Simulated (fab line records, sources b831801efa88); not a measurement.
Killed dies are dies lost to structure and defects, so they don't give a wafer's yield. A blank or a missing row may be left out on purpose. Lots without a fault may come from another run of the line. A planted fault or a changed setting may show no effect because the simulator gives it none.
A sampling plan put to the test | flow sky130 | one fab line, 66 faults that these records tell of, each judged on the records of the lots that it struck
The plan is the line's own looks: the steps of the route at which a gauge or an inspection reads the wafer and doesn't change it. A look can be judged if struck wafers have a number there and the file gives its usual mean and standard deviation on fault-free wafers. Caught: at a look after the fault's first step, the mean of the struck wafers lies 4 or more of those standard deviations (sigma) from the usual mean. On the tool: the same test on the tool's own readings at the fault's steps. Another recipe on the struck wafers, or a record that is blank for them alone, also counts as caught.

THE FAULTS, as the simulator had put them in
1. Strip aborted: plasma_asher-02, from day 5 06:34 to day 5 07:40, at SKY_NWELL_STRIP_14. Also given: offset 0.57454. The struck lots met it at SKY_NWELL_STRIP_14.
2. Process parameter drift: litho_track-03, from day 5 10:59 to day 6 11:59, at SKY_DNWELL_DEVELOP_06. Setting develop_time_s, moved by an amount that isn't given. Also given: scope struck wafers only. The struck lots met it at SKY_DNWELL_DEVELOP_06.
3. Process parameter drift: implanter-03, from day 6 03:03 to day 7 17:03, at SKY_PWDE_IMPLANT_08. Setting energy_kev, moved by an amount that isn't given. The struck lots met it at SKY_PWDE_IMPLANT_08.
4. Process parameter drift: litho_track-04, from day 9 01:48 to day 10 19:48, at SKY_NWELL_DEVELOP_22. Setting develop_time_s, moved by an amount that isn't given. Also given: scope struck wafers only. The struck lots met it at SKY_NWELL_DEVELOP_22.
5. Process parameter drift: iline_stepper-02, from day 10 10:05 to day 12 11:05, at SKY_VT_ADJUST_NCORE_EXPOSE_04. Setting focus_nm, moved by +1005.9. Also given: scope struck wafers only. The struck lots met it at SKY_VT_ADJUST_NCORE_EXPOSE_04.
6. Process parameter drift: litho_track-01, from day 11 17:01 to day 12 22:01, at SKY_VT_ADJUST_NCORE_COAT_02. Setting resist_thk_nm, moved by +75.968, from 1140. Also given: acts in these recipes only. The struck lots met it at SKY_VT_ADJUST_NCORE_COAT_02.
7. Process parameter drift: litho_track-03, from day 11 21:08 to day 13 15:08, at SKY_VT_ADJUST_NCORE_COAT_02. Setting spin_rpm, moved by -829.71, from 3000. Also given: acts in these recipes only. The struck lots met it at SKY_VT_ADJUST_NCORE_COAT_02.
8. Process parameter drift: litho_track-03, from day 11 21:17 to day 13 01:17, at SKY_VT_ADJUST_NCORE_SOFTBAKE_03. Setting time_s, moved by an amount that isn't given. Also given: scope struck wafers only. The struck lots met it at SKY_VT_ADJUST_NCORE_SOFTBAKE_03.
9. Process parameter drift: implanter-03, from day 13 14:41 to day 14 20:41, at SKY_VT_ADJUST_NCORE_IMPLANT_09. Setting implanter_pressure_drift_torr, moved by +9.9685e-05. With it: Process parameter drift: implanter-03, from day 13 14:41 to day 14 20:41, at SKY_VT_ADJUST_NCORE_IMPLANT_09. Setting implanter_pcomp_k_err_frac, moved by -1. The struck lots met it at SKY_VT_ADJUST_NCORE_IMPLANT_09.
10. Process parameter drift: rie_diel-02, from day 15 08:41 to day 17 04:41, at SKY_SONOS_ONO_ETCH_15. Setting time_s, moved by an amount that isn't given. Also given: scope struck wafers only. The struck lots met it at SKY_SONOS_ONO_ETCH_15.
11. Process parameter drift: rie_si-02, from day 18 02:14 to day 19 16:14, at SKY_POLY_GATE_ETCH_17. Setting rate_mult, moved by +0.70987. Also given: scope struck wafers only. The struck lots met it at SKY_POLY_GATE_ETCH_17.
12. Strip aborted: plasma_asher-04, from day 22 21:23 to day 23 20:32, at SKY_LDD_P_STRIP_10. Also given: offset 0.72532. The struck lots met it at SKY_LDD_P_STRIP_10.
13. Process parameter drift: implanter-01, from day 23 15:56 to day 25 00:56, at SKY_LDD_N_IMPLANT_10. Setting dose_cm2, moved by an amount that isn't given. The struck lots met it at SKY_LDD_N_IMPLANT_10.
14. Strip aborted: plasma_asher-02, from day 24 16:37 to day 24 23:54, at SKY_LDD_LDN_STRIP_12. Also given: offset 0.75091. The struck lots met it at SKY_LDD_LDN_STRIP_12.
15. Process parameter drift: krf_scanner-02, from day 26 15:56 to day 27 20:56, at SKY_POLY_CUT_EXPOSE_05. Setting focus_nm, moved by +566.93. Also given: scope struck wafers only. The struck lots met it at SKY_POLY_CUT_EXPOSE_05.
16. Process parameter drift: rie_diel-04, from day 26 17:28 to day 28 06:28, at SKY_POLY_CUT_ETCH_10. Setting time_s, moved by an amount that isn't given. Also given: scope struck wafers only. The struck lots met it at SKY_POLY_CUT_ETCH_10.
17. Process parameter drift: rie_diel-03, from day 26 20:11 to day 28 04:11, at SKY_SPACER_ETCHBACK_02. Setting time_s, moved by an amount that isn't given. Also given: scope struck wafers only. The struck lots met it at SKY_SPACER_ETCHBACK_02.
18. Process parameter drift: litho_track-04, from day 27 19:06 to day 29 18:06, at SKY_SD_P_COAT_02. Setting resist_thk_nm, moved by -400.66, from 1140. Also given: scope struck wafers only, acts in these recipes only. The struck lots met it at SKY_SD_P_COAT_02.
19. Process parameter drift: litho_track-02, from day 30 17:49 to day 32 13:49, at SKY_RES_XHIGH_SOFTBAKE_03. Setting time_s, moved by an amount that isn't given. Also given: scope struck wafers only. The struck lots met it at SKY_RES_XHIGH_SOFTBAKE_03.
20. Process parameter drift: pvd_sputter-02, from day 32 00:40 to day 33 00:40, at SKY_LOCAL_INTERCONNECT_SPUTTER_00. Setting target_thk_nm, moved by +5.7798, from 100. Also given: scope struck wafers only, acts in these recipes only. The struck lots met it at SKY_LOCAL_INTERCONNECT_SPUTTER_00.
21. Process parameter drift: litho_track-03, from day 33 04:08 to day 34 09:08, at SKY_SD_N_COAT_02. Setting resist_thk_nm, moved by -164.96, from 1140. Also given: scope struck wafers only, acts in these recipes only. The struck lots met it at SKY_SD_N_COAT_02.
22. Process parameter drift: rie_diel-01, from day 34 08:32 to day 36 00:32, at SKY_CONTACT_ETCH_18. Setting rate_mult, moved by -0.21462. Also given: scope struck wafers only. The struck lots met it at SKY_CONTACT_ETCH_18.
23. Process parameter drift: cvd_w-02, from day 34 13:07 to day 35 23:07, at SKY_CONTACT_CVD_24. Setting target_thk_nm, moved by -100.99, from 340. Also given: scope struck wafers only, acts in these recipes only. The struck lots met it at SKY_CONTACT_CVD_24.
24. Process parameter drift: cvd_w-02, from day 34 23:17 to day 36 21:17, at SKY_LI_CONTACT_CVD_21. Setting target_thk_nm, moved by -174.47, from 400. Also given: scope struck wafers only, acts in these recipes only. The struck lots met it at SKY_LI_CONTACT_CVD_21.
25. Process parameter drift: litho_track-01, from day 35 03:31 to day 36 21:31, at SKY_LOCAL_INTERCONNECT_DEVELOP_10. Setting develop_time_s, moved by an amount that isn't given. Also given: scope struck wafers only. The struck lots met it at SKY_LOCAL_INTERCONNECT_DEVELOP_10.
26. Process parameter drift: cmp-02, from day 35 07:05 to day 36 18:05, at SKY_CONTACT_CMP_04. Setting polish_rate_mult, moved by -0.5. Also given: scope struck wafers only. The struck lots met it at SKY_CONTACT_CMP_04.
27. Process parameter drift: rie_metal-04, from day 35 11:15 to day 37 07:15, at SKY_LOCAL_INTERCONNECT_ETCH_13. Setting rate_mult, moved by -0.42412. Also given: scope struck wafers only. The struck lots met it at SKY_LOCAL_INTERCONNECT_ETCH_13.
28. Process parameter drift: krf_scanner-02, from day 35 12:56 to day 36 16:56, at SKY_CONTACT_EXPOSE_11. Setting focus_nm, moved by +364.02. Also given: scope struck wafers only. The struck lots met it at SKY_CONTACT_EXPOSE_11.
29. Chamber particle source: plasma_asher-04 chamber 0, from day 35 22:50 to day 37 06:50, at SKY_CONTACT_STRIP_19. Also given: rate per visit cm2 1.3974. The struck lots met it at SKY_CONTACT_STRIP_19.
30. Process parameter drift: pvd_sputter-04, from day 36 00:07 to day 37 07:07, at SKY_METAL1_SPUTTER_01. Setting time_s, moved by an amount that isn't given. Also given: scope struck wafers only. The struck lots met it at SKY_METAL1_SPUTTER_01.
31. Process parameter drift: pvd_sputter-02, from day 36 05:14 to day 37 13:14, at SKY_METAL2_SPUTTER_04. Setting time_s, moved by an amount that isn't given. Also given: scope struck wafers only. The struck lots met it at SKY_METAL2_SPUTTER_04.
32. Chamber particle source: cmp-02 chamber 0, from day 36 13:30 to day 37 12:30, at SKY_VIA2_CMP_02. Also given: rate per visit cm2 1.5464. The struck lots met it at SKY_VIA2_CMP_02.
33. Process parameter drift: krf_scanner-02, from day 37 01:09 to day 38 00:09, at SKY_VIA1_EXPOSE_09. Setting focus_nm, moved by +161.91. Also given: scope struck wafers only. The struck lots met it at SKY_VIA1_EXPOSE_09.
34. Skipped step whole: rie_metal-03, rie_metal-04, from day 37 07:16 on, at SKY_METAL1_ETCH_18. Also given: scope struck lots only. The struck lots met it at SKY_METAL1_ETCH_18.
35. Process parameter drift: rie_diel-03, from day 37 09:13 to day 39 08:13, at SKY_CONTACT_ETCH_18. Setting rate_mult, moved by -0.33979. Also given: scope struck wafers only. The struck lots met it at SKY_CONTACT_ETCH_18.
36. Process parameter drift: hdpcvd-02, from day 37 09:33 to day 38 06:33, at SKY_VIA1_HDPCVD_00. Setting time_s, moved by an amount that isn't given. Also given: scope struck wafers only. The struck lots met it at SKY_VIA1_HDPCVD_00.
37. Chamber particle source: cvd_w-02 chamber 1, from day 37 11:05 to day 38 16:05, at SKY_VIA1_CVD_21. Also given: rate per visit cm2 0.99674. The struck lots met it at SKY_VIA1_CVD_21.
38. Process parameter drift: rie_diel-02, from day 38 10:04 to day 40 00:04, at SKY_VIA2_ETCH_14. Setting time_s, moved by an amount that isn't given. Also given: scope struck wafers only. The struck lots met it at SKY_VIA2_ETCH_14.
39. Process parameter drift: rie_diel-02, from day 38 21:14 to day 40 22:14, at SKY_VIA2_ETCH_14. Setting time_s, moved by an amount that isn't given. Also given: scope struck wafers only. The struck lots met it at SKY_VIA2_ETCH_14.
40. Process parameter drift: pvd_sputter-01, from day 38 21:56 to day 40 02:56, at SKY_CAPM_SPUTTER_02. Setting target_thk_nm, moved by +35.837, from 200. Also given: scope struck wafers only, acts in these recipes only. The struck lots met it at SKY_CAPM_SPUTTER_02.
41. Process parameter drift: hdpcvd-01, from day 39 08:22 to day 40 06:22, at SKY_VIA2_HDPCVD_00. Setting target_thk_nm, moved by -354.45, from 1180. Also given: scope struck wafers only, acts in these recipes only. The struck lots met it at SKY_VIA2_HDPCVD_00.
42. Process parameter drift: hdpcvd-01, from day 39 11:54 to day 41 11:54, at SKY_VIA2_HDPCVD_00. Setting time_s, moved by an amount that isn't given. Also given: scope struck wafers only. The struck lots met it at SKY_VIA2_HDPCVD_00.
43. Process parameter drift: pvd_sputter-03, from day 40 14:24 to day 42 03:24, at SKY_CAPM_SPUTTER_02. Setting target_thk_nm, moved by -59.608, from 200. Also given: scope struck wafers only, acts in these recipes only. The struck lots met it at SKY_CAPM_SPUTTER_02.
44. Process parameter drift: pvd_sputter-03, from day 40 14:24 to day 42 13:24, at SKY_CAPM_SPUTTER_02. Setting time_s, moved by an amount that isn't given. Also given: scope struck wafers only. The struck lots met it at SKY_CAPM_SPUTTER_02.
45. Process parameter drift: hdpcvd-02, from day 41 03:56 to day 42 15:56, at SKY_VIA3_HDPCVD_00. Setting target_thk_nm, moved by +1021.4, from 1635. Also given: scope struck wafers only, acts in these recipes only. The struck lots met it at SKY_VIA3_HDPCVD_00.
46. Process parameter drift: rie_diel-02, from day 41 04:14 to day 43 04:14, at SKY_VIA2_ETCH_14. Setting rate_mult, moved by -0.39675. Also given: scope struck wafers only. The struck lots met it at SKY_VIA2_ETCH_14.
47. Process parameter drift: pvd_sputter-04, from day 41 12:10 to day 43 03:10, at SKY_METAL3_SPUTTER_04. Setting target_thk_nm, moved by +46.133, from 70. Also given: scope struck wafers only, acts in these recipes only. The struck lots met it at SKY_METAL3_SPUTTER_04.
48. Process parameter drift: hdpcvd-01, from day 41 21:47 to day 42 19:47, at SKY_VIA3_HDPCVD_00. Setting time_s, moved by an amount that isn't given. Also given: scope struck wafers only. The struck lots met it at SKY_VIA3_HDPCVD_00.
49. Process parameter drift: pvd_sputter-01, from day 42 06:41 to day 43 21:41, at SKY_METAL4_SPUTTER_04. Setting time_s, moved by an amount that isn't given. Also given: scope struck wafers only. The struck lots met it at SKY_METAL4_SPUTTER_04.
50. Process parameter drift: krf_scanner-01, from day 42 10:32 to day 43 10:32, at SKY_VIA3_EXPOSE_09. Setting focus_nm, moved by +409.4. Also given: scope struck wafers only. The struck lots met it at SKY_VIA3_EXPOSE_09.
51. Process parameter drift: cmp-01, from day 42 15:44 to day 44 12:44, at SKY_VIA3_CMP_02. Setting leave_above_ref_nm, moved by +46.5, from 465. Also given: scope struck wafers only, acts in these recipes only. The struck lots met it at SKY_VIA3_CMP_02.
52. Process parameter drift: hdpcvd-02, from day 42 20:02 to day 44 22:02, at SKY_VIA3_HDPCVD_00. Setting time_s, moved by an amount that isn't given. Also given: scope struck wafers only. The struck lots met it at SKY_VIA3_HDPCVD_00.
53. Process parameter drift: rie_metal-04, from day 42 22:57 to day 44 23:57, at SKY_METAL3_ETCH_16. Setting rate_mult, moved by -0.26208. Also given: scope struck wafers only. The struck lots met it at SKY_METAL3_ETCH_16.
54. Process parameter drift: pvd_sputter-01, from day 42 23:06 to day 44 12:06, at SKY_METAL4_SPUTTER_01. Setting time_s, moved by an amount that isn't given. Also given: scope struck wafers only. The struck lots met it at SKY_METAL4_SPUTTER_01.
55. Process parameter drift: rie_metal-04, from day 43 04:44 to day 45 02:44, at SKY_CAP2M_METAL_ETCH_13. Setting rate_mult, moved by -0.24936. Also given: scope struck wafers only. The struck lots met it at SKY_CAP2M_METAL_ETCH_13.
56. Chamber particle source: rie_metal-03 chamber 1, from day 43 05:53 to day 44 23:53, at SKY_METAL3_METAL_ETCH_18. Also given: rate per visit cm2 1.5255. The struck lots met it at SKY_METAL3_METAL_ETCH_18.
57. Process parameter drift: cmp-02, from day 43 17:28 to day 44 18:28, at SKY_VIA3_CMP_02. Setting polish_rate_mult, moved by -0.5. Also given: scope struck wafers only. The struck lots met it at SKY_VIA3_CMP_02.
58. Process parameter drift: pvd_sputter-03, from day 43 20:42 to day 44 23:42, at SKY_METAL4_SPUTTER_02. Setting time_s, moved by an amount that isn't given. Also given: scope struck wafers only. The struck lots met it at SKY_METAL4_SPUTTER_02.
59. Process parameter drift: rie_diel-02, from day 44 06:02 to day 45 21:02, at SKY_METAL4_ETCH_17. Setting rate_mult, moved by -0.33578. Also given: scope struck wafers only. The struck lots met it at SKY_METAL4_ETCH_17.
60. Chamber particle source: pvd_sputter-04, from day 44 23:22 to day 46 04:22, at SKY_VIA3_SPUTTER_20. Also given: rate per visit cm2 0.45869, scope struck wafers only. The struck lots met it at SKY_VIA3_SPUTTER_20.
61. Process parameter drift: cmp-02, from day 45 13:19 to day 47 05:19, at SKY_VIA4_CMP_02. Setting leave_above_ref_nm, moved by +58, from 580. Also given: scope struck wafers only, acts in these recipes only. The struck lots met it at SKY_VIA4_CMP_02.
62. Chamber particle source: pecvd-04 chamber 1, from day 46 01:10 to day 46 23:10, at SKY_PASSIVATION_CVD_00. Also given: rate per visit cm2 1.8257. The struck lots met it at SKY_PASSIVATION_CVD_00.
63. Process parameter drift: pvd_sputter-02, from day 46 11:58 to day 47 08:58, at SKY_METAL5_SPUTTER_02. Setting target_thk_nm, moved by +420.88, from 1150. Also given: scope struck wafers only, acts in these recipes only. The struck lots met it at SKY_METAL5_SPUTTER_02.
64. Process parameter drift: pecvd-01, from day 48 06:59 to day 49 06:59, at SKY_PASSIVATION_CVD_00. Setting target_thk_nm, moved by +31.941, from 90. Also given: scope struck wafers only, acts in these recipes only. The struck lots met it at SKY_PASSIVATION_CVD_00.
65. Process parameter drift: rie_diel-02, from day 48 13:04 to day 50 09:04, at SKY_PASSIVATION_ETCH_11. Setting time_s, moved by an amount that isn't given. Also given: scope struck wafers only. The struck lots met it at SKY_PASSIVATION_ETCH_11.
66. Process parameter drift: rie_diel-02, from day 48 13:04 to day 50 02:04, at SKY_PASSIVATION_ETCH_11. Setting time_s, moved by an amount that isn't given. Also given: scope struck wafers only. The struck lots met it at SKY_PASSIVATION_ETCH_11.

WHAT THE PLAN SAW
fault | on the tool itself                               | first look that catches it                      | reading, sigma                                              | median hours from its first step to that look | hours from the fault's start to the first struck lot there | judged looks passed uncaught
1     | oes_product_au +49 sigma                         | SKY_NWELL_TW_MEAS_26                            | NWELL_2_TW -99 or beyond                                    | 19.1                                          | 20                                                         | 1
2     | no reading that can be judged                    | none of the 5 looks that can be judged after it | -                                                           | -                                             | -                                                          | 5
3     | beam_energy_keV +99 or beyond sigma              | not the one look that can be judged after it    | strongest: PWDE_RS at SKY_NWELL_RS_MEAS_31, -3.1            | -                                             | -                                                          | 1
4     | no reading that can be judged                    | not the one look that can be judged after it    | -                                                           | -                                             | -                                                          | 1
5     | no reading that can be judged                    | SKY_VT_ADJUST_NCORE_CD_MEAS_07                  | cd_nm -7.0                                                  | 10.2                                          | 14                                                         | 0
6     | under 2 sigma                                    | no look after it can be judged                  | -                                                           | -                                             | -                                                          | 0
7     | spin_speed_rpm -99 or beyond sigma               | SKY_VT_ADJUST_NCORE_CD_MEAS_07                  | cd_nm -5.4                                                  | 12.2                                          | 26                                                         | 0
8     | run_length_s -99 or beyond sigma                 | not the one look that can be judged after it    | -                                                           | -                                             | -                                                          | 1
9     | end_station_pressure_torr +99 or beyond sigma    | SKY_VT_ADJUST_NCORE_TW_MEAS_11                  | VT_ADJUST_NCORE_TW +10                                      | 0.2                                           | 3                                                          | 0
10    | under 2 sigma                                    | no look after it can be judged                  | -                                                           | -                                             | -                                                          | 0
11    | only faintly: oes_product_au +2.3 sigma          | no look after it can be judged                  | -                                                           | -                                             | -                                                          | 0
12    | oes_product_au +49 sigma                         | SKY_LDD_HVN_TW_MEAS_10                          | LDD_HVN_TW -99 or beyond                                    | 30.3                                          | 53                                                         | 0
13    | dose_ions_cm2 +99 or beyond sigma                | SKY_LDD_N_TW_MEAS_17                            | LDD_N_TW +16                                                | 1.0                                           | 11                                                         | 0
14    | oes_product_au +46 sigma                         | no look after it can be judged                  | -                                                           | -                                             | -                                                          | 0
15    | no reading that can be judged                    | SKY_POLY_CUT_CD_MEAS_08                         | cd_nm -18                                                   | 14.1                                          | 14                                                         | 0
16    | oes_product_au +32 sigma                         | no look after it can be judged                  | -                                                           | -                                             | -                                                          | 0
17    | run_length_s +35 sigma                           | no look after it can be judged                  | -                                                           | -                                             | -                                                          | 0
18    | no reading that can be judged                    | SKY_SD_P_CD_MEAS_07                             | cd_nm +21                                                   | 14.4                                          | 16                                                         | 0
19    | run_length_s +16 sigma                           | not the one look that can be judged after it    | -                                                           | -                                             | -                                                          | 1
20    | under 2 sigma                                    | SKY_LOCAL_INTERCONNECT_RS_MEAS_01               | LOCAL_INTERCONNECT_TIN_RS -7.2                              | 0.1                                           | 1                                                          | 0
21    | under 2 sigma                                    | SKY_SD_N_CD_MEAS_07                             | cd_nm +6.7                                                  | 13.4                                          | 15                                                         | 0
22    | under 2 sigma                                    | no look after it can be judged                  | -                                                           | -                                             | -                                                          | 0
23    | under 2 sigma                                    | SKY_CONTACT_RS_MEAS_25                          | CONTACT_W_RS +39                                            | 0.1                                           | 3                                                          | 0
24    | under 2 sigma                                    | SKY_LI_CONTACT_RS_MEAS_22                       | LI_CONTACT_W_RS +90                                         | 0.1                                           | 2                                                          | 0
25    | no reading that can be judged                    | not the one look that can be judged after it    | strongest: cd_nm at SKY_LOCAL_INTERCONNECT_CD_MEAS_11, +3.8 | -                                             | -                                                          | 1
26    | time_to_endpoint_s +4.3 sigma                    | not the one look that can be judged after it    | -                                                           | -                                             | -                                                          | 1
27    | oes_product_au -23 sigma                         | no look after it can be judged                  | -                                                           | -                                             | -                                                          | 0
28    | no reading that can be judged                    | SKY_CONTACT_CD_MEAS_14                          | cd_nm -39                                                   | 13.3                                          | 16                                                         | 0
29    | under 2 sigma                                    | none of the 3 looks that can be judged after it | -                                                           | -                                             | -                                                          | 3
30    | under 2 sigma                                    | no look after it can be judged                  | -                                                           | -                                             | -                                                          | 0
31    | under 2 sigma                                    | none of the 4 looks that can be judged after it | -                                                           | -                                             | -                                                          | 4
32    | under 2 sigma                                    | no look after it can be judged                  | -                                                           | -                                             | -                                                          | 0
33    | no reading that can be judged                    | SKY_VIA1_CD_MEAS_12                             | cd_nm -10                                                   | 11.1                                          | 27                                                         | 0
34    | the tool's record is blank for the struck wafers | no look after it can be judged                  | -                                                           | -                                             | -                                                          | 0
35    | oes_product_au -8.8 sigma                        | no look after it can be judged                  | -                                                           | -                                             | -                                                          | 0
36    | run_length_s +45 sigma                           | SKY_VIA1_THK_MEAS_01                            | VIA1_HDPCVD_THK +12                                         | 0.1                                           | 4                                                          | 0
37    | under 2 sigma                                    | not the one look that can be judged after it    | -                                                           | -                                             | -                                                          | 1
38    | run_length_s -39 sigma                           | no look after it can be judged                  | -                                                           | -                                             | -                                                          | 0
39    | oes_product_au +35 sigma                         | no look after it can be judged                  | -                                                           | -                                             | -                                                          | 0
40    | under 2 sigma                                    | SKY_CAPM_RS_MEAS_03                             | CAPM_TIN_RS -18                                             | 0.1                                           | 2                                                          | 0
41    | no reading that can be judged                    | SKY_VIA2_THK_MEAS_01                            | VIA2_HDPCVD_THK -27                                         | 0.1                                           | 0                                                          | 0
42    | run_length_s +20 sigma                           | SKY_VIA2_THK_MEAS_01                            | VIA2_HDPCVD_THK +7.0                                        | 0.1                                           | 3                                                          | 0
43    | under 2 sigma                                    | SKY_CAPM_RS_MEAS_03                             | CAPM_TIN_RS +51                                             | 0.1                                           | 3                                                          | 0
44    | under 2 sigma                                    | none of the 2 looks that can be judged after it | strongest: CAPM_TIN_RS at SKY_CAPM_RS_MEAS_03, +3.6         | -                                             | -                                                          | 2
45    | no reading that can be judged                    | SKY_VIA3_THK_MEAS_01                            | VIA3_HDPCVD_THK +50                                         | 0.3                                           | 33                                                         | 0
46    | oes_product_au -25 sigma                         | no look after it can be judged                  | -                                                           | -                                             | -                                                          | 0
47    | under 2 sigma                                    | no look after it can be judged                  | -                                                           | -                                             | -                                                          | 0
48    | run_length_s -89 sigma                           | SKY_VIA3_THK_MEAS_01                            | VIA3_HDPCVD_THK -15                                         | 0.2                                           | 14                                                         | 0
49    | under 2 sigma                                    | no look after it can be judged                  | -                                                           | -                                             | -                                                          | 0
50    | under 2 sigma                                    | SKY_VIA3_CD_MEAS_12                             | cd_nm -35                                                   | 11.5                                          | 26                                                         | 0
51    | under 2 sigma                                    | no look after it can be judged                  | -                                                           | -                                             | -                                                          | 0
52    | run_length_s -99 or beyond sigma                 | SKY_VIA3_THK_MEAS_01                            | VIA3_HDPCVD_THK -26                                         | 0.2                                           | 8                                                          | 0
53    | under 2 sigma                                    | no look after it can be judged                  | -                                                           | -                                             | -                                                          | 0
54    | under 2 sigma                                    | none of the 4 looks that can be judged after it | -                                                           | -                                             | -                                                          | 4
55    | oes_product_au -10.0 sigma                       | no look after it can be judged                  | -                                                           | -                                             | -                                                          | 0
56    | under 2 sigma                                    | no look after it can be judged                  | -                                                           | -                                             | -                                                          | 0
57    | under 2 sigma                                    | no look after it can be judged                  | -                                                           | -                                             | -                                                          | 0
58    | under 2 sigma                                    | no look after it can be judged                  | -                                                           | -                                             | -                                                          | 0
59    | under 2 sigma                                    | none of the 5 looks that can be judged after it | -                                                           | -                                             | -                                                          | 5
60    | under 2 sigma                                    | no look after it can be judged                  | -                                                           | -                                             | -                                                          | 0
61    | under 2 sigma                                    | no look after it can be judged                  | -                                                           | -                                             | -                                                          | 0
62    | under 2 sigma                                    | no look after it can be judged                  | -                                                           | -                                             | -                                                          | 0
63    | under 2 sigma                                    | SKY_METAL5_RS_MEAS_05                           | METAL5_ALCU_RS -26                                          | 0.1                                           | 1                                                          | 0
64    | under 2 sigma                                    | SKY_PASSIVATION_THK_MEAS_01                     | PASSIVATION_CVD_00_THK +25                                  | 0.0                                           | 3                                                          | 0
65    | run_length_s +22 sigma                           | no look after it can be judged                  | -                                                           | -                                             | -                                                          | 0
66    | run_length_s +12 sigma                           | no look after it can be judged                  | -                                                           | -                                             | -                                                          | 0
A dash: the fault isn't caught, or these records don't give the number.

Caught at a look: 25 of 66. Caught on the tool: 25 of 66. By one or the other: 41 of 66.
Caught on the tool alone: faults 3, 8, 14, 16, 17, 19, 26, 27, 34, 35, 38, 39, 46, 55, 65, 66.
Caught at a look alone: faults 5, 15, 18, 20, 21, 23, 24, 28, 33, 40, 41, 43, 45, 50, 63, 64.
Caught by neither: faults 2, 4, 6, 10, 11, 22, 25, 29, 30, 31, 32, 37, 44, 47, 49, 51, 53, 54, 56, 57, 58, 59, 60, 61, 62.

THINNER SAMPLING
If the look that catches a fault measured only every second or every third lot, by lot number, the first struck lot would be measured this late in the worst case:
fault | struck lots at that look, in order of time | every lot | every second lot | every third lot
1     | L838                                       | 20 h      | may miss it      | may miss it
5     | L907                                       | 14 h      | may miss it      | may miss it
7     | L427, L428                                 | 26 h      | 35 h             | may miss all 2
9     | L580, L581, L582                           | 3 h       | 15 h             | 22 h
12    | L437                                       | 53 h      | may miss it      | may miss it
13    | L141, L142, L144                           | 11 h      | 14 h             | may miss all 3
15    | L576, L577                                 | 14 h      | 20 h             | may miss all 2
18    | L365, L367, L368                           | 16 h      | 54 h             | may miss all 3
20    | L845, L846, L847                           | 1 h       | 2 h              | 6 h
21    | L252, L253                                 | 15 h      | 29 h             | may miss all 2
23    | L702, L703                                 | 3 h       | 33 h             | may miss all 2
24    | L369, L370                                 | 2 h       | 15 h             | may miss all 2
28    | L161, L162, L163                           | 16 h      | 20 h             | 26 h
33    | L656                                       | 27 h      | may miss it      | may miss it
36    | L398                                       | 4 h       | may miss it      | may miss it
40    | L937                                       | 2 h       | may miss it      | may miss it
41    | L809                                       | 0 h       | may miss it      | may miss it
42    | L531                                       | 3 h       | may miss it      | may miss it
43    | L965, L966                                 | 3 h       | 6 h              | may miss all 2
45    | L520                                       | 33 h      | may miss it      | may miss it
48    | L905, L908                                 | 14 h      | 21 h             | may miss all 2
50    | L927, L929                                 | 26 h      | may miss all 2   | may miss all 2
52    | L678                                       | 8 h       | may miss it      | may miss it
63    | L237, L239, L240                           | 1 h       | 5 h              | may miss all 3
64    | L435, L437                                 | 3 h       | may miss all 2   | may miss all 2
Hours are from the fault's start to the first struck lot that is measured. The limit of 4 sigma was tested on all struck wafers together, so one lot alone may lie under it. Other struck lots may not be in these records.

THE LONGEST TIMED WAY FROM STEP TO LOOK
Fault 12: a median of 30.3 hours passes between SKY_LDD_P_STRIP_10 and SKY_LDD_HVN_TW_MEAS_10. No look between them can be judged.
